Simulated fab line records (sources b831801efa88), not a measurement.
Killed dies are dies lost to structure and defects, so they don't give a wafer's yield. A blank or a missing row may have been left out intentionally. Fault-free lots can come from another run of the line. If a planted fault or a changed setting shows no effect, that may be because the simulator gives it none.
fab line records    flow sky130
record lots=14  wafers=42  last_day=50
route steps=708 shown METAL3@568 VIA3@589 METAL4@599 CAP2M@616
lots that met no fault: taken from a fault-free run of the same line
start_h: hours from the record's opening day to when the first of the lot's shown wafers began    wait_h: hours from the lot's prior step to this one    " repeats the value in the row above    L1.1+2: a single row standing in for several wafers    - no value, or no start given    * or withheld: withheld    < > ~ a bound
route shown NAME@n: names a module that has steps shown in the file, with the first one's number in the route    usual: mean/standard deviation of fault-free wafers    same: alike in all rows    chamber/n: place in a boat    sites: each site's reading    _std_site: how widely they spread, as a standard deviation    _edge_site: inner sites' mean taken away from outer sites' mean    radius_mm: how far each site lies from the wafer's centre    mask NAME#n: copy n    behind: tool/chamber where the wafer was last shaped    hold: why the lot was held/for how many hours/how that ended    device: the n, p or np transistor that did not switch    end of line: the same wafers' tests at the end of the route    a step given without rows: its recipe and nothing more    killed: count of dies lost to structure and defects at first sort (not the wafer's yield)    map: shows each die of a wafer: x if killed, . if not, _ if none is there
set.NAME: the run value of the setting; set.NAME@STEP: its run value at that earlier step    model.NAME: the simulator's own value behind a step, which no gauge read
route steps across a sampled set of lots; one table per step, one row per wafer
services: the hour from which a tool's chamber was out of use, counted from the record's first day as start_h (under 0 if before that day), plus the number of hours and why
## steps
# step SKY_METAL3_METAL_ETCH_18
# recipe target_depth_a=8450  stop_on=SiO2  over_etch_frac=0.3  time_s=183.1  chemistry=Cl2/BCl3  resist_sidewall_deg=88  pressure_mtorr=10  icp_w=900  bias_w=48.5  Cl2_flow_sccm=60  bcl3_flow_sccm=30
# usual drypump_motor_current_A=5.9/0.42  oes_product_au=0.866/0.0069  throttle_valve_pct=22.265/0.0083
lot.wafer  tool          chamber  start_h  wait_h  drypump_motor_current_A  oes_product_au  rf_hours_counter_h  throttle_valve_pct
L551.2     rie_metal-03  1        898.57   0.0     6.0                      0.871           4                   22.252
L551.3     "             1        "        "       6.1                      0.871           -                   22.270
L551.6     "             1        "        "       6.0                      0.872           -                   22.247
L552.1     rie_metal-03  0        900.98   0.0     6.0                      0.875           16                  22.258
L552.3     "             1        "        "       6.0                      0.865           -                   22.269
L552.4     "             0        "        "       6.0                      0.869           -                   22.267
L556.1     rie_metal-02  0        938.77   0.0     5.5                      0.851           16                  22.265
L556.2     "             0        "        "       5.5                      0.853           -                   22.250
L556.5     "             0        "        "       5.5                      0.871           -                   22.267
L559.1     rie_metal-03  1        994.06   0.0     6.1                      0.863           10                  22.265
L559.2     "             0        "        "       6.0                      0.863           0                   22.272
L559.5     "             1        "        "       6.1                      0.872           -                   22.262
L557.1     rie_metal-03  0        995.21   0.0     6.0                      0.858           0                   22.247
L557.4     "             1        "        "       6.0                      0.864           -                   22.256
L557.6     "             1        "        "       6.0                      0.853           -                   22.263
L558.1     rie_metal-04  0        998.24   0.0     6.0                      0.854           10                  22.283
L558.2     "             1        "        "       4.8                      0.866           2                   22.269
L558.4     "             1        "        "       4.8                      0.869           -                   22.263
L562.3     rie_metal-03  1        999.37   0.1     6.0                      0.872           -                   22.259
L562.5     "             0        "        "       6.0                      0.873           -                   22.281
L562.6     "             1        "        "       6.1                      0.875           -                   22.257
L560.1     rie_metal-03  0        999.96   0.0     6.0                      0.856           1                   22.266
L560.3     "             1        "        "       6.0                      0.876           -                   22.266
L560.5     "             0        "        "       6.0                      0.867           -                   22.256
L564.2     rie_metal-02  1        1000.66  0.0     6.5                      0.867           20                  22.259
L564.5     "             0        "        "       5.5                      0.859           -                   22.268
L564.6     "             1        "        "       6.5                      0.860           -                   22.260
L563.1     rie_metal-02  0        1000.99  0.0     5.5                      0.867           20                  22.262
L563.2     "             1        "        "       6.5                      0.874           20                  22.264
L563.3     "             1        "        "       6.5                      0.871           -                   22.256
L566.1     rie_metal-02  0        1001.94  0.0     5.5                      0.868           20                  22.273
L566.2     "             1        "        "       6.5                      0.865           20                  22.260
L566.4     "             1        "        "       6.5                      0.859           -                   22.253
L572.1     rie_metal-04  1        1036.02  0.0     4.8                      0.867           4                   22.261
L572.3     "             0        "        "       5.9                      0.869           -                   22.263
L572.5     "             1        "        "       4.8                      0.864           -                   22.282
L573.1     rie_metal-03  1        1069.04  0.0     6.0                      0.876           15                  22.266
L573.3     "             1        "        "       6.1                      0.871           -                   22.261
L573.5     "             0        "        "       6.0                      0.868           -                   22.271
L574.1     rie_metal-02  1        1069.26  0.0     6.5                      0.868           2                   22.268
L574.3     "             1        "        "       6.5                      0.865           -                   22.267
L574.4     "             1        "        "       6.5                      0.869           -                   22.260
# step SKY_VIA3_STRIP_16
# recipe chemistry=O2/N2  power_w=1400  pressure_mtorr=1500  platen_temp_c=withheld  o2_flow_sccm=3000  n2_flow_sccm=300  overash_fraction=0.5
# usual drypump_motor_current_A=5.4/0.32  oes_product_au=0.403/0.0051  strip_time_to_endpoint_s=4.15/0.037
lot.wafer  tool             chamber  start_h  wait_h  drypump_motor_current_A  oes_product_au  rf_hours_counter_h  strip_time_to_endpoint_s
L551.2     plasma_asher-03  1        925.79   0.0     5.2                      0.406           18                  4.14
L551.3     "                0        "        "       5.5                      0.409           -                   4.15
L551.6     "                1        "        "       5.3                      0.399           -                   4.15
L552.1     plasma_asher-03  0        928.75   0.0     5.5                      0.407           18                  4.21
L552.3     "                0        "        "       5.5                      0.396           -                   4.18
L552.4     "                1        "        "       5.3                      0.398           -                   4.16
L556.1     plasma_asher-01  1        963.61   0.0     5.0                      0.407           83                  4.22
L556.2     "                0        "        "       5.5                      0.397           83                  4.11
L556.5     "                0        "        "       5.5                      0.405           -                   4.20
L559.1     plasma_asher-04  1        1019.65  0.0     6.2                      0.402           123                 4.16
L559.2     "                0        "        "       5.9                      0.407           123                 4.20
L559.5     "                0        "        "       5.9                      0.403           -                   4.19
L557.1     plasma_asher-03  0        1020.00  0.0     5.5                      0.401           27                  4.11
L557.4     "                1        "        "       5.3                      0.401           -                   4.17
L557.6     "                1        "        "       5.3                      0.399           -                   4.15
L558.1     plasma_asher-01  1        1023.67  0.0     5.0                      0.402           88                  4.18
L558.2     "                0        "        "       5.5                      0.403           88                  4.15
L558.4     "                1        "        "       5.0                      0.397           -                   4.15
L562.3     plasma_asher-01  0        1024.63  0.1     5.5                      0.398           -                   4.14
L562.5     "                0        "        "       5.5                      0.392           -                   4.12
L562.6     "                1        "        "       5.0                      0.405           -                   4.17
L560.1     plasma_asher-03  1        1025.56  0.0     5.3                      0.411           28                  4.10
L560.3     "                0        "        "       5.5                      0.409           -                   4.16
L560.5     "                1        "        "       5.3                      0.394           -                   4.10
L564.2     plasma_asher-01  0        1026.56  0.0     5.5                      0.401           89                  4.16
L564.5     "                1        "        "       5.0                      0.403           -                   4.09
L564.6     "                0        "        "       5.5                      0.405           -                   4.16
L563.1     plasma_asher-03  0        1027.22  0.0     5.6                      0.408           28                  4.16
L563.2     "                1        "        "       5.3                      0.404           28                  4.12
L563.3     "                0        "        "       5.5                      0.402           -                   4.08
L566.1     plasma_asher-03  1        1027.57  0.0     5.3                      0.406           28                  4.12
L566.2     "                0        "        "       5.5                      0.410           28                  4.17
L566.4     "                1        "        "       5.3                      0.405           -                   4.15
L572.1     plasma_asher-01  0        1060.05  0.0     5.5                      0.408           92                  4.15
L572.3     "                1        "        "       5.0                      0.408           -                   4.13
L572.5     "                1        "        "       5.0                      0.404           -                   4.14
L573.1     plasma_asher-04  1        1091.17  0.0     6.2                      0.404           2                   4.10
L573.3     "                0        "        "       5.9                      0.406           -                   4.15
L573.5     "                0        "        "       5.9                      0.408           -                   4.17
L574.1     plasma_asher-01  0        1092.12  0.0     5.6                      0.405           95                  4.08
L574.3     "                1        "        "       5.0                      0.405           -                   4.18
L574.4     "                0        "        "       5.5                      0.396           -                   4.16
# step SKY_METAL4_SPUTTER_01
# recipe material=TiN  target_thk_nm=20  power_w=6500  time_s=16.7  chamber_pressure_pa=0.4
# usual throttle_valve_pct=29.9/0.86
lot.wafer  tool            chamber  start_h  wait_h  throttle_valve_pct
L551.2     pvd_sputter-01  -        927.08   0.0     31.8
L551.3     "               -        "        "       29.7
L551.6     "               -        "        "       29.8
L552.1     pvd_sputter-04  -        930.02   0.0     31.1
L552.3     "               -        "        "       29.6
L552.4     "               -        "        "       30.3
L556.1     pvd_sputter-02  -        964.96   0.0     28.9
L556.2     "               -        "        "       29.8
L556.5     "               -        "        "       28.1
L559.1     pvd_sputter-02  -        1020.92  0.0     29.0
L559.2     "               -        "        "       29.4
L559.5     "               -        "        "       29.5
L557.1     pvd_sputter-01  -        1021.27  0.0     29.9
L557.4     "               -        "        "       29.5
L557.6     "               -        "        "       29.9
L558.1     pvd_sputter-04  -        1024.95  0.0     30.7
L558.2     "               -        "        "       31.1
L558.4     "               -        "        "       30.1
L562.3     pvd_sputter-01  -        1025.88  0.0     29.5
L562.5     "               -        "        "       29.6
L562.6     "               -        "        "       29.8
L560.1     pvd_sputter-04  -        1026.84  0.0     31.2
L560.3     "               -        "        "       29.5
L560.5     "               -        "        "       30.1
L564.2     pvd_sputter-01  -        1027.84  0.0     29.5
L564.5     "               -        "        "       29.8
L564.6     "               -        "        "       29.7
L563.1     pvd_sputter-04  -        1028.50  0.0     30.7
L563.2     "               -        "        "       29.6
L563.3     "               -        "        "       30.1
L566.1     pvd_sputter-04  -        1028.85  0.0     29.8
L566.2     "               -        "        "       31.3
L566.4     "               -        "        "       30.6
L572.1     pvd_sputter-02  -        1061.35  0.0     28.7
L572.3     "               -        "        "       28.4
L572.5     "               -        "        "       28.9
L573.1     pvd_sputter-02  -        1092.49  0.0     28.7
L573.3     "               -        "        "       28.4
L573.5     "               -        "        "       29.2
L574.1     pvd_sputter-02  -        1093.47  0.0     28.2
L574.3     "               -        "        "       28.6
L574.4     "               -        "        "       29.2
# step SKY_CAP2M_METAL_ETCH_13
# recipe target_depth_nm=220  stop_on=SiO2  chemistry=Cl2/BCl3  target=TiN  pressure_mtorr=10  icp_w=900  bias_w=48.5  Cl2_flow_sccm=60  bcl3_flow_sccm=30  time_s=62.9
# usual drypump_motor_current_A=5.8/0.62  oes_product_au=0.945/0.0076  throttle_valve_pct=21.899/0.011
lot.wafer  tool          chamber  start_h  wait_h  drypump_motor_current_A  oes_product_au  rf_hours_counter_h  throttle_valve_pct
L551.2     rie_metal-01  0        951.79   0.0     6.8                      0.955           8                   21.891
L551.3     "             1        "        "       4.8                      0.942           -                   21.886
L551.6     "             0        "        "       6.8                      0.949           -                   21.900
L552.1     rie_metal-04  0        954.59   0.0     5.9                      0.948           8                   21.891
L552.3     "             0        "        "       5.9                      0.942           -                   21.891
L552.4     "             0        "        "       5.9                      0.955           -                   21.888
L556.1     rie_metal-01  0        987.70   0.0     6.8                      0.939           10                  21.912
L556.2     "             1        "        "       4.8                      0.944           15                  21.893
L556.5     "             1        "        "       4.8                      0.942           -                   21.907
L559.1     rie_metal-01  1        1042.85  0.0     4.7                      0.953           18                  21.887
L559.2     "             0        "        "       6.8                      0.941           13                  21.895
L559.5     "             0        "        "       6.8                      0.946           -                   21.876
L557.1     rie_metal-03  0        1043.10  0.0     6.0                      0.942           4                   21.906
L557.4     "             1        "        "       6.0                      0.953           -                   21.901
L557.6     "             1        "        "       6.0                      0.943           -                   21.906
L558.1     rie_metal-03  0        1046.40  0.0     6.0                      0.942           4                   21.910
L558.2     "             1        "        "       6.0                      0.943           14                  21.905
L558.4     "             1        "        "       6.0                      0.958           -                   21.907
L562.3     rie_metal-01  0        1047.27  0.0     6.8                      0.941           -                   21.896
L562.5     "             0        "        "       6.8                      0.946           -                   21.893
L562.6     "             1        "        "       4.8                      0.948           -                   21.916
L560.1     rie_metal-03  0        1048.95  0.0     6.0                      0.949           4                   21.895
L560.3     "             1        "        "       6.0                      0.946           -                   21.907
L560.5     "             0        "        "       6.0                      0.940           -                   21.899
L564.2     rie_metal-04  0        1049.55  0.0     6.0                      0.945           13                  21.887
L564.5     "             1        "        "       4.8                      0.939           -                   21.918
L564.6     "             0        "        "       6.0                      0.945           -                   21.896
L563.1     rie_metal-03  1        1050.09  0.0     6.0                      0.951           14                  21.887
L563.2     "             0        "        "       6.0                      0.941           4                   21.897
L563.3     "             0        "        "       6.0                      0.963           -                   21.896
L566.1     rie_metal-01  0        1050.50  0.0     6.8                      0.927           13                  21.918
L566.2     "             1        "        "       4.8                      0.952           19                  21.908
L566.4     "             0        "        "       6.8                      0.944           -                   21.910
L572.1     rie_metal-04  1        1082.10  0.0     4.8                      0.894           7                   21.928
L572.3     "             1        "        "       4.8                      0.893           -                   21.932
L572.5     "             0        "        "       6.0                      0.866           -                   21.932
L573.1     rie_metal-04  1        1111.85  0.0     4.8                      0.898           8                   21.916
L573.3     "             0        "        "       5.9                      0.879           -                   21.948
L573.5     "             0        "        "       6.0                      0.875           -                   21.964
L574.1     rie_metal-03  1        1112.84  0.0     6.0                      0.943           19                  21.897
L574.3     "             0        "        "       6.0                      0.941           -                   21.896
L574.4     "             1        "        "       6.0                      0.955           -                   21.907
# step SKY_CAP2M_STRIP_14
# recipe chemistry=O2/N2  power_w=1400  pressure_mtorr=1500  platen_temp_c=withheld  o2_flow_sccm=3000  n2_flow_sccm=300  overash_fraction=0.5
# usual drypump_motor_current_A=5.6/0.43  oes_product_au=0.710/0.0049  strip_time_to_endpoint_s=12.65/0.043
lot.wafer  tool             chamber  start_h  wait_h  drypump_motor_current_A  oes_product_au  rf_hours_counter_h  strip_time_to_endpoint_s
L551.2     plasma_asher-04  0        951.87   0.1     5.8                      0.712           117                 12.66
L551.3     "                0        "        "       5.9                      0.701           -                   12.63
L551.6     "                1        "        "       6.2                      0.718           -                   12.63
L552.1     plasma_asher-04  0        954.75   0.1     5.9                      0.706           117                 12.72
L552.3     "                0        "        "       5.9                      0.715           -                   12.71
L552.4     "                1        "        "       6.2                      0.710           -                   12.71
L556.1     plasma_asher-02  0        987.78   0.1     5.5                      0.705           59                  12.68
L556.2     "                1        "        "       4.9                      0.715           59                  12.66
L556.5     "                0        "        "       5.5                      0.706           -                   12.67
L559.1     plasma_asher-03  0        1042.93  0.1     5.6                      0.714           29                  12.61
L559.2     "                1        "        "       5.3                      0.704           29                  12.58
L559.5     "                1        "        "       5.2                      0.718           -                   12.60
L557.1     plasma_asher-03  0        1043.18  0.1     5.6                      0.704           29                  12.67
L557.4     "                0        "        "       5.5                      0.714           -                   12.65
L557.6     "                1        "        "       5.3                      0.711           -                   12.69
L558.1     plasma_asher-02  1        1046.48  0.1     4.9                      0.703           65                  12.63
L558.2     "                0        "        "       5.5                      0.707           65                  12.65
L558.4     "                1        "        "       4.9                      0.701           -                   12.61
L562.3     plasma_asher-04  1        1047.36  0.1     6.2                      0.717           -                   12.63
L562.5     "                0        "        "       5.8                      0.699           -                   12.64
L562.6     "                1        "        "       6.2                      0.707           -                   12.68
L560.1     plasma_asher-04  1        1049.03  0.1     6.2                      0.722           127                 12.63
L560.3     "                1        "        "       6.2                      0.712           -                   12.57
L560.5     "                0        "        "       5.8                      0.709           -                   12.65
L564.2     plasma_asher-03  1        1049.63  0.1     5.3                      0.709           30                  12.72
L564.5     "                0        "        "       5.5                      0.713           -                   12.70
L564.6     "                1        "        "       5.3                      0.707           -                   12.77
L563.1     plasma_asher-04  1        1050.17  0.1     6.2                      0.709           127                 12.62
L563.2     "                0        "        "       5.8                      0.709           127                 12.60
L563.3     "                0        "        "       5.9                      0.710           -                   12.59
L566.1     plasma_asher-02  1        1050.58  0.1     4.9                      0.709           65                  12.70
L566.2     "                0        "        "       5.5                      0.711           65                  12.72
L566.4     "                1        "        "       4.9                      0.710           -                   12.68
L572.1     plasma_asher-04  0        1082.18  0.1     5.9                      0.707           2                   12.86
L572.3     "                1        "        "       6.2                      0.707           -                   12.84
L572.5     "                0        "        "       5.9                      0.710           -                   12.95
L573.1     plasma_asher-02  1        1111.93  0.1     5.0                      0.709           72                  12.90
L573.3     "                0        "        "       5.5                      0.701           -                   12.93
L573.5     "                0        "        "       5.5                      0.714           -                   12.90
L574.1     plasma_asher-03  1        1112.92  0.1     5.3                      0.708           35                  12.63
L574.3     "                1        "        "       5.3                      0.707           -                   12.62
L574.4     "                0        "        "       5.5                      0.716           -                   12.62
## services
tool             chamber  start_h  hours  kind
rie_metal-04     -        880.29   0.5    repair
rie_metal-04     -        881.72   28.1   pm
rie_metal-01     0        889.13   12.9   repair
pvd_sputter-01   -        892.73   1.5    repair
rie_metal-02     -        895.75   28.1   pm
plasma_asher-04  -        899.29   0.5    repair
rie_metal-03     0        909.41   6.1    repair
pvd_sputter-01   -        909.74   6.6    repair
rie_metal-01     -        909.82   2.8    pm
pvd_sputter-04   -        933.35   0.9    repair
rie_metal-02     1        933.43   8.3    repair
pvd_sputter-02   -        949.24   4.4    repair
pvd_sputter-01   -        957.11   1.5    repair
pvd_sputter-04   -        967.48   2.1    repair
rie_metal-01     -        968.94   0.5    repair
rie_metal-03     0        972.47   -      clean
plasma_asher-03  -        973.42   1.0    repair
rie_metal-01     -        995.88   0.6    repair
pvd_sputter-02   -        1036.23  7.5    repair
plasma_asher-04  -        1055.25  9.0    pm
pvd_sputter-01   -        1062.42  2.5    repair
rie_metal-02     -        1079.06  0.1    repair
plasma_asher-03  -        1085.09  14.6   pm
rie_metal-01     1        1104.24  10.0   repair
## key
first_sign step=SKY_CAP2M_METAL_ETCH_13  reading=oes_product_au  direction=down  sigmas=8  usual=0.945  struck=0.884
effect step=SKY_CAP2M_METAL_ETCH_13  reading=throttle_valve_pct  direction=up  sigmas=3.3  usual=21.899  struck=21.937
effect step=SKY_CAP2M_STRIP_14  reading=strip_time_to_endpoint_s  direction=up  sigmas=5.6  usual=*  struck=*
more_kills_born_at SKY_CAP2M_METAL_ETCH_13@rie_metal-04=1218
met_at SKY_CAP2M_METAL_ETCH_13
struck_lots L572,L573
later_rows_left_out L572.1,L572.3,L572.5,L573.3,L573.5
sort_left_out L573.1,L573.3,L573.5
not_acting_at SKY_METAL3_METAL_ETCH_18,SKY_VIA3_STRIP_16,SKY_METAL4_SPUTTER_01
onset_between 1049.55 1082.10
fault kind=process_parameter_drift  tool=rie_metal-04  chamber=-  onset_h=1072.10  steps=SKY_CAP2M_METAL_ETCH_13  channel=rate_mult  offset=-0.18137  shape=step  end_h=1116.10
# sort_left_out: the simulated sort isn't trusted on such a fault, so these wafers' sort isn't shown, and their yield isn't known
# later_rows_left_out: the simulator's readings of these wafers behind a module that went badly wrong aren't trusted and aren't shown, but for the sort
